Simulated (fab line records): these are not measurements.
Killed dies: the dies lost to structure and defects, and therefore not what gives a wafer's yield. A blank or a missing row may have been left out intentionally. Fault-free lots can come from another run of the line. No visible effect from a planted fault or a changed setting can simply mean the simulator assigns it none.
Which of the tools did it? :: flow sky130 :: route of 708 steps, sampled at 1 step: 12 lots, 36 wafers

== WHAT THE GAUGES READ, wafer by wafer ==
SKY_LI_CONTACT_OVL_MEAS_13.
lot: L075
measured: day 29 14:18
on: overlay-02
LI_CONTACT_OVL (nm): 5 8 6

lot: L077
measured: day 30 06:43
on: overlay-02
LI_CONTACT_OVL (nm): 7 -4 6

lot: L079
measured: day 31 15:58
on: overlay-01
LI_CONTACT_OVL (nm): 1 6 4

lot: L081
measured: day 31 16:45
on: overlay-01
LI_CONTACT_OVL (nm): 6 8 15

lot: L083
measured: day 32 08:21
on: overlay-01
LI_CONTACT_OVL (nm): 4 7 6

lot: L086
measured: day 33 03:39
on: overlay-01
LI_CONTACT_OVL (nm): 10 11 6

lot: L087
measured: day 33 17:32
on: overlay-02
LI_CONTACT_OVL (nm): 0 4 6

lot: L089
measured: day 34 14:40
on: overlay-01
LI_CONTACT_OVL (nm): 0 -11 3

lot: L091
measured: day 35 04:17
on: overlay-02
LI_CONTACT_OVL (nm): 0 -8 -8

lot: L093
measured: day 35 10:48
on: overlay-02
LI_CONTACT_OVL (nm): 9 2 -1

lot: L095
measured: day 36 00:51
on: overlay-02
LI_CONTACT_OVL (nm): 14 10 -1

lot: L096
measured: day 38 08:53
on: overlay-01
LI_CONTACT_OVL (nm): 7 -6 0

== EACH LOT AND THE TOOL THAT RAN IT (in order: tool; ch and the chambers of the sampled wafers; start) ==
The record holds no process step before these readings.

== THE ANSWER, worked out from the rows above alone ==
Rule: what is usual is taken from the lots themselves. Put in order of their means at a reading, lots are off if they are a third of the lots or fewer, leave a main group of 4 or more, and stand apart from it by a gap of 3 or more times the standard deviation of the main group's means; of several such gaps the widest counts. A main group is skipped when, at the precision printed for the reading in the tables above, its means are all equal. Also off: a lot with no number at a reading for which 4 or more lots have one. Any other lot the step has rows for is counted as sound.
No lot is off on any of the readings shown, so nothing can be concluded from this.

== WHAT HAD BEEN PUT IN BY THE SIMULATOR ==
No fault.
